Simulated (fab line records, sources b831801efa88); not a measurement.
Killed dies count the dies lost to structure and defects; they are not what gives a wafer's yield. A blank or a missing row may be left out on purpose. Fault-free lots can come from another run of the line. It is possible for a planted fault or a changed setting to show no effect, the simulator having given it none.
Which of the tools did it? + flow gf180mcu + Sampling: 7 lots, 20 wafers, 2 of 602 route steps

== WHAT EACH GAUGE READ, for each wafer ==
GF_HV_LDD_OVL_MEAS_32.
| lot  | measured     | on         | HV_LDD_02_OVL (nm) |
|------|--------------|------------|--------------------|
| L902 | day 11 19:47 | overlay-02 | 0.4 3.0 1.0        |
| L908 | day 13 20:20 | overlay-02 | 1.5 -1.6           |
| L910 | day 14 13:32 | overlay-01 | -0.7 -1.8 -1.1     |
| L913 | day 15 14:20 | overlay-01 | -0.3 0.0 -3.1      |
| L915 | day 16 06:47 | overlay-02 | 1.7 1.9 -0.1       |
| L921 | day 18 02:01 | overlay-01 | 262.0 260.2 260.4  |
| L923 | day 19 06:37 | overlay-01 | -0.8 0.9 -0.8      |

== EACH LOT AND THE TOOL THAT RAN IT (in order: tool; ch and the chambers of the sampled wafers; start) ==
| lot  | GF_HV_LDD_EXPOSE_28                 |
|------|-------------------------------------|
| L902 | iline stepper-02 ch 0, day 11 10:19 |
| L908 | iline stepper-01 ch 0, day 13 10:10 |
| L910 | iline stepper-01 ch 0, day 14 02:52 |
| L913 | iline stepper-01 ch 0, day 15 03:50 |
| L915 | iline stepper-02 ch 0, day 15 19:40 |
| L921 | iline stepper-02 ch 0, day 17 14:24 |
| L923 | iline stepper-01 ch 0, day 18 18:44 |
- GF_HV_LDD_EXPOSE_28: exposes mask Nplus HV AREA, target cd 400 nm.

== THE ANSWER, worked out from the rows above alone ==
Rule: usual is defined by the lots themselves. Put in order of their means at a reading, lots are off if they are a third of the lots or fewer, leave a main group of 4 or more, and stand apart from it by a gap of 3 or more times the standard deviation of the main group's means; of several such gaps the widest counts. A main group whose means are all the same, to the digits that the tables above print for the reading, isn't used. Also off: a lot with no number at a reading for which 4 or more lots have one. The other lots that the step has rows for count as sound.
Off: at GF_HV_LDD_OVL_MEAS_32 (HV_LDD_02_OVL), L921. Main group: mean 0.0 nm, sd 1.
If a tool, at a process step before that reading, ran all the lots that are off and no sound lot after the first of them, it fits. The gauges at GF_HV_LDD_OVL_MEAS_32 are tried like those tools. One candidate fits, namely iline stepper-02 at GF_HV_LDD_EXPOSE_28. Its last sound lot is L915 (day 15 19:40), its first lot that is off L921 (day 17 14:24): a fault that began between those two fits.

== WHAT THE SIMULATOR HAD INSERTED ==
Scanner matching overlay: iline stepper-02, from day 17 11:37 on, at GF_HV_LDD_EXPOSE_28. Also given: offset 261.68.
Lots struck among those shown: L921. This agrees with what the rule above found.
